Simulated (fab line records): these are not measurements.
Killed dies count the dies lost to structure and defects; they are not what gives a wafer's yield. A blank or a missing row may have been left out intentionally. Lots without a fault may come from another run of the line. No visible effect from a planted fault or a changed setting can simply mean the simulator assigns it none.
Chamber matching || flow gf180mcu || 3 sister chambers for GF_V2_CVD_02 on pecvd-01
The step deposits SiO2 from TEOS, target thk 850 nm, time 94.851 s. 3 wafers are shown with their chamber, then 10 later ones without.

EACH WAFER AND ITS CHAMBER
{"wafer": "L085.4", "chamber": 1, "heater power w (W)": 526}
{"wafer": "L085.5", "chamber": 0, "heater power w (W)": 662}
{"wafer": "L087.4", "chamber": 2, "heater power w (W)": 961}

WAFERS MISSING THEIR CHAMBER
{"wafer": "L087.5", "heater power w (W)": 616}
{"wafer": "L093.1", "heater power w (W)": 628}
{"wafer": "L093.4", "heater power w (W)": 642}
{"wafer": "L093.6", "heater power w (W)": 637}
{"wafer": "L097.1", "heater power w (W)": 931}
{"wafer": "L097.2", "heater power w (W)": 610}
{"wafer": "L097.3", "heater power w (W)": 557}
{"wafer": "L097.4", "heater power w (W)": 614}
{"wafer": "L097.5", "heater power w (W)": 653}
{"wafer": "L097.6", "heater power w (W)": 1007}

WHICH CHAMBER EACH ONE RAN IN
{"wafer": "L087.5", "from the rows above": "can't be placed: 0 or 1", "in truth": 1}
{"wafer": "L093.1", "from the rows above": "can't be placed: 0 or 1", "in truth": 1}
{"wafer": "L093.4", "from the rows above": 0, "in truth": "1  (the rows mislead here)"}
{"wafer": "L093.6", "from the rows above": 0, "in truth": 0}
{"wafer": "L097.1", "from the rows above": 2, "in truth": 2}
{"wafer": "L097.2", "from the rows above": "can't be placed: 0 or 1", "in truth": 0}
{"wafer": "L097.3", "from the rows above": 1, "in truth": 1}
{"wafer": "L097.4", "from the rows above": "can't be placed: 0 or 1", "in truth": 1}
{"wafer": "L097.5", "from the rows above": 0, "in truth": 0}
{"wafer": "L097.6", "from the rows above": 2, "in truth": 2}
Correct placement for 5 of the 10. Unplaceable from these rows: 4, with the true chamber sitting among the candidates in 4. Placed wrongly: 1.
How it was worked out, from the rows above alone: a wafer's distance from a chamber is the root of the sum, over the readings, of the square of ((its reading less the chamber's mean) divided by the reading's scatter). The wafer belongs to the nearest chamber; if the next one is less than 2 further off, it can't be placed. Each chamber's mean is taken over the wafers shown for it. The scatter: root of mean squared gap, hidden wafer to nearest shown wafer, with one shown wafer a chamber.
